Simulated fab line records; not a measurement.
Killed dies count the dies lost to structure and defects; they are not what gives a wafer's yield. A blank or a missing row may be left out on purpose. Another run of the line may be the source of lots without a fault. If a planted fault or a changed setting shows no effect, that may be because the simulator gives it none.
Problem report, 8D (eight disciplines) form, completed by code	flow gf180mcu	the parts of the form that need people (team, actions taken, sign-off) are left out

1. WHAT IS WRONG
cd_nm at GF_V5_CD_MEAS_14 reads a mean of 271.8 nm on 6 wafers of 2 lots; wafers without a fault read 259.9 nm with a standard deviation of 1.3. Measured from the usual mean, that is +9.2 standard deviations.
The step: target cd 260 nm.
First seen on wafer L809.1, day 31 06:34, on cd_sem-02. The record has a number at this step for 36 wafers belonging to 12 lots. By rule, "out" or "out of limits" means more than 4 standard deviations away from the usual mean. The other wafers with a number count as sound.

2. WHAT IT IS, AND WHAT IT ISN'T
question	is	is not
which readings at this step	cd_nm	-
which lots	L808, L809	L796, L798, L799, L800, L802, L803, L810, L816, L818, L819
which wafers of those lots	all that have a number	-
read on which gauges	cd_sem-02	cd_sem-01
when	from day 31 06:34	up to then (18 sound wafers); but 12 sound wafers of L810, L816, L818, L819 came after

3. SUSPECTS, AND WHAT RULES EACH OUT
Counting: any tool at a process step up to the reading is kept as a suspect provided that every lot that is out went through it and no sound lot did after the first of them.
- ruled out: the gauge at GF_V5_CD_MEAS_14. All the wafers that are out were read on cd_sem-02, but those of them that GF_V5_EXPOSE_11 has rows for are out there too, on other tools.
- krf_scanner-01 at GF_V5_EXPOSE_11 (exposes mask Via5, target cd 260 nm): kept. It processed each lot that is out, first L809 at day 30 21:48, and no sound lot thereafter; up to then, the last sound lot it processed was L803 at day 29 06:32. Its own exposure_dose_mJ_cm2 readings are out on those wafers.
After counting, what remains is krf_scanner-01 at GF_V5_EXPOSE_11.

4. THE CAUSE (what the simulator had put in)
Process parameters drifting: krf_scanner-01 at GF_V5_EXPOSE_11, beginning at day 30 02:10. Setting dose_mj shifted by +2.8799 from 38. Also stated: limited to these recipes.
After counting, this tool was the only one left.

5. SEQUENCE OF EFFECTS, ordered by route
Each row: a reading whose mean over the struck wafers that have a number lies more than 3 standard deviations from the usual. Readings are gone through only where the record gives a usual standard deviation; hours: the median, over the lots, of the time from a lot's start at the first step in this table giving one to that lot's start at this step; sigmas: the change measured in usual standard deviations.
hours	step	reading	usual	on struck wafers	change	sigmas
0	GF_V5_EXPOSE_11	exposure_dose_mJ_cm2	37.99	40.90	+2.91	+73
9	GF_V5_CD_MEAS_14	cd_nm	259.9 nm	271.8	+11.9	+9.2
Its process steps:
- GF_V5_EXPOSE_11: exposes mask Via5, target cd 260 nm.

6. HOW IT WOULD HAVE BEEN CAUGHT EARLIER
The first out-of-limits reading at a measuring or inspecting step in this record came at day 31 06:34, 28 hours after the fault's start at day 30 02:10.
Tool's own readings at GF_V5_EXPOSE_11, exposure_dose_mJ_cm2: out on all struck wafers the step has rows for; an alarm limit on them would have tripped on the first.
By day 31 06:34, every lot that is out (2) had started GF_V5_EXPOSE_11 on krf_scanner-01. Tool hold at that time: it would have spared none of them.
